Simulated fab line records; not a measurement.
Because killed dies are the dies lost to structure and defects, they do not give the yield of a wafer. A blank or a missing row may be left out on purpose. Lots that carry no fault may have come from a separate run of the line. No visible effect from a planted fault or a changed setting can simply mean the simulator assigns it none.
Commonality check across tools :: flow sky130 :: Sampled: 14 lots, 42 wafers

REASON IT WAS OPENED
At SKY_VT_ADJUST_PCH_TW_MEAS_10 the reading VT_ADJUST_PCH_TW is flagged on 2 of 14 lots. Fault-free wafers read 142.4, with a standard deviation of 1.2.
Rule: a lot is flagged when every wafer of it that has a number lies more than 4 standard deviations from that mean, or none has a number. As for the other lots, they are considered sound.

lot: L675
measured: day 10 17:01
on: filmMetro-02
VT_ADJUST_PCH_TW, wafer by wafer: 141.5 141.3 140.8
flag: 

lot: L676
measured: day 11 00:32
on: filmMetro-02
VT_ADJUST_PCH_TW, wafer by wafer: 141.7 141.7 142.0
flag: 

lot: L677
measured: day 11 19:13
on: filmMetro-02
VT_ADJUST_PCH_TW, wafer by wafer: 141.1 141.3 141.1
flag: 

lot: L678
measured: day 12 06:26
on: filmMetro-03
VT_ADJUST_PCH_TW, wafer by wafer: 144.2 144.2 143.1
flag: 

lot: L679
measured: day 12 11:20
on: filmMetro-04
VT_ADJUST_PCH_TW, wafer by wafer: 143.3 142.5 142.9
flag: 

lot: L680
measured: day 12 14:02
on: filmMetro-02
VT_ADJUST_PCH_TW, wafer by wafer: 142.7 142.0 142.4
flag: 

lot: L681
measured: day 12 22:35
on: filmMetro-04
VT_ADJUST_PCH_TW, wafer by wafer: 143.6 143.2 142.6
flag: 

lot: L683
measured: day 13 17:17
on: filmMetro-02
VT_ADJUST_PCH_TW, wafer by wafer: 142.5 141.7 141.2
flag: 

lot: L685
measured: day 13 22:00
on: filmMetro-04
VT_ADJUST_PCH_TW, wafer by wafer: 30.2 30.2 30.2
flag: FLAGGED

lot: L686
measured: day 14 11:46
on: filmMetro-03
VT_ADJUST_PCH_TW, wafer by wafer: 30.2 30.2 30.1
flag: FLAGGED

lot: L688
measured: day 15 03:20
on: filmMetro-04
VT_ADJUST_PCH_TW, wafer by wafer: 144.0 144.5 143.4
flag: 

lot: L695
measured: day 17 10:25
on: filmMetro-02
VT_ADJUST_PCH_TW, wafer by wafer: 140.1 139.5 140.6
flag: 

lot: L696
measured: day 17 14:48
on: filmMetro-02
VT_ADJUST_PCH_TW, wafer by wafer: 138.3 139.8 139.4
flag: 

lot: L697
measured: day 17 19:28
on: filmMetro-03
VT_ADJUST_PCH_TW, wafer by wafer: 144.1 143.8 144.0
flag: 
The mean of the flagged lots' numbers is 30.2, -112.2 from the usual (-94 standard deviations).

WHICH TOOL RAN EACH LOT
The record keeps 1 process step preceding the reading, out of 708 steps on the route. Cell contents, in order: the tool; ch with the chambers the sampled wafers went through; the start.
lot: L675
flag: 
SKY_VT_ADJUST_PCH_IMPLANT_08: implanter-04 ch 0, day 10 16:47

lot: L676
flag: 
SKY_VT_ADJUST_PCH_IMPLANT_08: implanter-02 ch 0, day 11 00:17

lot: L677
flag: 
SKY_VT_ADJUST_PCH_IMPLANT_08: implanter-02 ch 0, day 11 18:58

lot: L678
flag: 
SKY_VT_ADJUST_PCH_IMPLANT_08: implanter-04 ch 0, day 12 06:11

lot: L679
flag: 
SKY_VT_ADJUST_PCH_IMPLANT_08: implanter-04 ch 0, day 12 11:05

lot: L680
flag: 
SKY_VT_ADJUST_PCH_IMPLANT_08: implanter-04 ch 0, day 12 13:47

lot: L681
flag: 
SKY_VT_ADJUST_PCH_IMPLANT_08: implanter-04 ch 0, day 12 22:21

lot: L683
flag: 
SKY_VT_ADJUST_PCH_IMPLANT_08: implanter-02 ch 0, day 13 17:02

lot: L685
flag: FLAGGED
SKY_VT_ADJUST_PCH_IMPLANT_08: implanter-04, day 13 21:48

lot: L686
flag: FLAGGED
SKY_VT_ADJUST_PCH_IMPLANT_08: implanter-02, day 14 11:32

lot: L688
flag: 
SKY_VT_ADJUST_PCH_IMPLANT_08: implanter-04 ch 0, day 15 03:05

lot: L695
flag: 
SKY_VT_ADJUST_PCH_IMPLANT_08: implanter-01 ch 0, day 17 10:10

lot: L696
flag: 
SKY_VT_ADJUST_PCH_IMPLANT_08: implanter-02 ch 0, day 17 14:35

lot: L697
flag: 
SKY_VT_ADJUST_PCH_IMPLANT_08: implanter-01 ch 0, day 17 19:15
These steps, and what they do:
- SKY_VT_ADJUST_PCH_IMPLANT_08
- SKY_VT_ADJUST_PCH_TW_MEAS_10

FLAGGED AGAINST TOTAL, ONE TOOL AT A TIME (gauges that did the reading follow at the end)
step: SKY_VT_ADJUST_PCH_IMPLANT_08
tool: implanter-01
lots run: 2
flagged: 0
share of the flagged lots: none
sound lots run after its first flagged lot: -

step: SKY_VT_ADJUST_PCH_IMPLANT_08
tool: implanter-02
lots run: 5
flagged: 1
share of the flagged lots: some
sound lots run after its first flagged lot: 1 (L696)

step: SKY_VT_ADJUST_PCH_IMPLANT_08
tool: implanter-04
lots run: 7
flagged: 1
share of the flagged lots: some
sound lots run after its first flagged lot: 1 (L688)

step: SKY_VT_ADJUST_PCH_TW_MEAS_10
tool: filmMetro-02
lots run: 7
flagged: 0
share of the flagged lots: none
sound lots run after its first flagged lot: -

step: SKY_VT_ADJUST_PCH_TW_MEAS_10
tool: filmMetro-03
lots run: 3
flagged: 1
share of the flagged lots: some
sound lots run after its first flagged lot: 1 (L697)

step: SKY_VT_ADJUST_PCH_TW_MEAS_10
tool: filmMetro-04
lots run: 4
flagged: 1
share of the flagged lots: some
sound lots run after its first flagged lot: 1 (L688)

WHAT THE TABLE ALLOWS
No row of the table ran every flagged lot.

WHAT HAD BEEN PUT IN BY THE SIMULATOR
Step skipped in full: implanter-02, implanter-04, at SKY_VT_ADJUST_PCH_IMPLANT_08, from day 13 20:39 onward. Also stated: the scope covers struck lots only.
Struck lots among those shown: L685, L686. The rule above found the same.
